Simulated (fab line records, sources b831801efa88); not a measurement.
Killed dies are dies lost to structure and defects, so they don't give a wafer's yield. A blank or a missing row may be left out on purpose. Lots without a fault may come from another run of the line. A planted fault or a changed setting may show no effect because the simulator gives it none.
A struck lot beside a sound one | flow sky130 | 15 steps out of a route of 708
Sound: wafers L564.2, L564.5, L564.6. Struck: wafers L572.1, L572.4. (L572.5 of the same lot was not struck and is left out.) The cause comes at the end.
At each step with rows: each side's tool, then ch and its chambers, then its first start. Under that, the readings that differ: sound wafers | struck wafers | difference of the means | sigmas: that difference in standard deviations of wafers without a fault.
alike: readings whose means differ by less than 2 such deviations, and words and numbers that are the same on both sides. not compared: withheld readings, readings that some wafer has no value for, bounds like >300 that may hide the same value, and numbers for which the record gives no deviation and whose values overlap.
The two part at a step that has a row with sigmas, a row that says differs or no value, or rows on one side only. Numbers that don't overlap but have no deviation are shown without sigmas and don't part them. A reading that every wafer of one side lacks parts them only if that side has two wafers or more.

SKY_LOCAL_INTERCONNECT_THK_MEAS_02: measures by xrf.
  sound on film_metro-03, day 33 06:46; struck on film_metro-04, day 35 13:56
  alike: LOCAL_INTERCONNECT_TIN_THK
then, 8 steps without rows for these wafers: SKY_LOCAL_INTERCONNECT_DEHYDRATE_03 (time 60 s); SKY_LOCAL_INTERCONNECT_HMDS_04 (prime time 60 s); SKY_LOCAL_INTERCONNECT_COAT_05 (resist thk 60 nm); SKY_LOCAL_INTERCONNECT_COAT_06 (resist thk 450 nm); SKY_LOCAL_INTERCONNECT_SOFTBAKE_07 (time 88.57 s); SKY_LOCAL_INTERCONNECT_EXPOSE_08 (exposes mask LI1M, target cd 170 nm); SKY_LOCAL_INTERCONNECT_PEB_09; SKY_LOCAL_INTERCONNECT_DEVELOP_10 (develop time 60 s).
SKY_LOCAL_INTERCONNECT_CD_MEAS_11: target cd 170 nm.
  sound on cd_sem-02, day 34 10:01; struck on cd_sem-02, day 36 15:40
  alike: cd_nm
SKY_LOCAL_INTERCONNECT_OVL_MEAS_12:
  sound on overlay-01, day 34 10:08; struck on overlay-02, day 36 15:47
  alike: LOCAL_INTERCONNECT_OVL
SKY_LOCAL_INTERCONNECT_ETCH_13: etches BARC in N2/H2, stops on SiO2, time 45.9 s, target depth 60 nm.
  sound on rie_metal-01 ch 0,1, day 34 10:10; struck on rie_metal-04 ch 0, day 36 15:49
  alike: bias_w, drypump_motor_current_A, oes_product_au, throttle_valve_pct
  not compared: rf_hours_counter_h
SKY_LOCAL_INTERCONNECT_METAL_ETCH_14: etches TiN in Cl2/BCl3, stops on PSG, target depth 110 nm, time 31.4 s.
  sound on rie_metal-01 ch 0,1, day 34 10:13; struck on rie_metal-04 ch 0, day 36 15:53
  reading                                                   | sound             | struck      | difference | sigmas
  bias_w (W)                                                | 48.46 48.75 48.56 | 62.96 62.99 | +14.38     | +99 or more
  model.KrF-thick_of_LOCAL_INTERCONNECT_COAT_06.thk_nm (nm) | 348.3 349.3 347.7 | 344.8 344.1 | -4.0       |
  model.LOCAL_INTERCONNECT.feature_depth_nm (nm)            | 100.4 100.4 100.7 | 102 101.8   | +1         |
  alike: bcl3_flow_sccm, drypump_motor_current_A, mfc_cl2_sccm, oes_product_au, throttle_valve_pct
  not compared: rf_hours_counter_h
SKY_LOCAL_INTERCONNECT_STRIP_15: strips in O2/N2.
  sound on plasma_asher-03 ch 0,1, day 34 10:16; struck on plasma_asher-01 ch 1, day 36 15:56
  reading                      | sound             | struck      | difference | sigmas
  drypump_motor_current_A (A)  | 5.81 5.41 5.81    | 5.13 5.12   | -0.55      | -2
  strip_time_to_endpoint_s (s) | 4.734 4.722 4.733 | 4.681 4.674 | -0.052     | -3
  alike: o2_flow_sccm, oes_product_au
  not compared: rf_hours_counter_h
then, 1 step without rows for these wafers: SKY_LOCAL_INTERCONNECT_STRIP_16 (strips in post etch residue remover, time 1200 s).

WHERE THEY PART
First at SKY_LOCAL_INTERCONNECT_METAL_ETCH_14; last, within this record, at SKY_LOCAL_INTERCONNECT_STRIP_15.

WHY: what the simulator had put in
Process parameter drift: rie_metal-04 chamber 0, from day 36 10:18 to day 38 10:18, at SKY_LOCAL_INTERCONNECT_METAL_ETCH_14. Setting bias_w, moved by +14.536, from 48.5. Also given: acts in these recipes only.
